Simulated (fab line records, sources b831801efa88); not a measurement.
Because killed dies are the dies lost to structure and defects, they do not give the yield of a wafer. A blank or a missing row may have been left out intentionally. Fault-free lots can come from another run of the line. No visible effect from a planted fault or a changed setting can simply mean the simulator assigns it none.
Matching of chambers ; flow sky130 ; SKY_LI_CONTACT_CMP_02 on cmp-01: 4 sister chambers
The step polishes PSG. 8 wafers are shown with their chamber, then 6 later ones without.

## WAFERS PAIRED WITH THEIR CHAMBERS
wafer;chamber;motor current A (A);time to endpoint s (s)
L415.3;3;13.6;27
L416.1;3;13.4;33
L416.6;0;11.0;32
L419.1;1;11.9;38
L419.4;2;10.3;32
L419.6;1;11.4;35
L421.1;0;10.4;33
L421.4;2;10.0;32

## WAFERS MISSING THEIR CHAMBER
wafer;motor current A (A);time to endpoint s (s)
L421.5;13.7;31
L432.2;10.1;30
L432.6;12.4;33
L433.1;13.4;34
L433.2;10.2;35
L433.4;10.9;34

## EACH ONE'S CHAMBER
wafer;from the rows above;in truth
L421.5;3;3
L432.2;can't be placed: 2 or 0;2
L432.6;can't be placed: 1 or 3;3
L433.1;3;3
L433.2;can't be placed: 2 or 0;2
L433.4;can't be placed: 0 or 2 or 1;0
Correct placement for 2 of the 6. Unplaceable from these rows: 4, with the true chamber sitting among the candidates in 4. Number placed wrongly: 0.
How it was worked out, from the rows above alone: a wafer's distance from a chamber is the root of the sum, over the readings, of the square of ((its reading less the chamber's mean) divided by the reading's scatter). The wafer belongs to the nearest chamber; if the next one is less than 2 further off, it can't be placed. A chamber's mean is the mean of its shown wafers. The scatter: take each reading less its chamber's mean, square it, sum over the shown wafers, divide by the number of wafers less the number of chambers, and take the root.
